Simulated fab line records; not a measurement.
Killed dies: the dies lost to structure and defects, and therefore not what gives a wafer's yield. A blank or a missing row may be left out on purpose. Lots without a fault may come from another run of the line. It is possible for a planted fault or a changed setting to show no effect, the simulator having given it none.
Problem report, 8D (eight disciplines) form, completed by code | flow gf180mcu | the parts of the form that need people (team, actions taken, sign-off) are left out

== 1. WHAT WENT WRONG ==
VT_IMPLANT_2_TW at GF_VT_IMPLANT_TW_MEAS_21 reads a mean of 1452 on 6 wafers of 2 lots; wafers without a fault read 1223 with a standard deviation of 6.5. Measured from the usual mean, that is +35 standard deviations.
First seen on wafer L753.1, day 9 07:35, on film metro-01. The record holds 39 wafers of 13 lots with a number at this step. The rule behind "out" and "out of limits": a value lying over 4 standard deviations away from the usual mean. All remaining wafers that have a number are taken as sound.

== 2. WHAT IT IS; WHAT IT IS NOT ==
question                    | is                           | is not
which readings at this step | VT_IMPLANT_2_TW              | -
which lots                  | L753, L754                   | L742, L743, L746, L747, L749, L756, L758, L759, L761, L762, L764
which wafers of those lots  | all that have a number       | -
read on which gauges        | film metro-01, film metro-04 | film metro-03
when                        | from day 9 07:35             | up to then (15 sound wafers); but 18 sound wafers of L756, L758, L759, L761, L762, L764 came after

== 3. SUSPECTS, AND WHAT RULES EACH OUT ==
Counting: any tool at a process step up to the reading is kept as a suspect provided that every lot that is out went through it and no sound lot did after the first of them.
- the gauge at GF_VT_IMPLANT_TW_MEAS_21 is ruled out. 2 gauges (film metro-01, film metro-04) read the wafers that are out.
- implanter-01 at GF_VT_IMPLANT_IMPLANT_19: kept. Every lot that is out went through it, starting with L753 (day 9 07:20), and after that it ran no sound lot; the last sound lot it ran before then is L749 (day 8 00:05). On those wafers its own readings are out: dose ions cm2, faraday current uA.
The count leaves implanter-01 at GF_VT_IMPLANT_IMPLANT_19.

== 4. THE CAUSE (what the simulator had put in) ==
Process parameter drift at GF_VT_IMPLANT_IMPLANT_19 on implanter-01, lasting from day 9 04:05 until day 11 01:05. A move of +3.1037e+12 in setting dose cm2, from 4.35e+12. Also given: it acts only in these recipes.
Only this tool survived the counting.

== 5. THE CHAIN OF EFFECTS, in route order ==
Rows list readings where the struck wafers' mean (over those with a number) sits beyond 3 standard deviations from the usual. Only readings for which the record gives a usual standard deviation are gone through. hours: the time from each lot's start at the first step in this table that gives one to its start at this step, as a median over the lots. sigmas: the change in usual standard deviations.
hours | step                     | reading            | usual    | on struck wafers | change    | sigmas
0     | GF_VT_IMPLANT_IMPLANT_19 | dose ions cm2      | 4.35e+12 | 7.46e+12         | +3.11e+12 | +99 or more
0     | GF_VT_IMPLANT_IMPLANT_19 | faraday current uA | 24.5     | 42.8             | +18.2     | +40
0     | GF_VT_IMPLANT_TW_MEAS_21 | VT_IMPLANT_2_TW    | 1223     | 1452             | +229      | +35
Here are the process steps it includes:
- GF_VT_IMPLANT_IMPLANT_19
At these later measuring or inspecting steps, every struck wafer for which the step has a row has a number for every such reading, and none has moved that far: GF_M1_THK_MEAS_06, GF_V1_BOW_MEAS_05.

== 6. WHAT WOULD HAVE CAUGHT IT SOONER ==
4 hours passed between the start of the fault at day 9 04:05 and the first reading out of limits at a measuring or inspecting step in this record, taken at day 9 07:35.
Tool's own readings at GF_VT_IMPLANT_IMPLANT_19, dose ions cm2, faraday current uA: out on all struck wafers the step has rows for; an alarm limit on them would have tripped on the first.
Among the 2 lots that are out, L754 began GF_VT_IMPLANT_IMPLANT_19 on implanter-01 after day 9 07:35. Had the tool been put on hold then, it would have been spared.
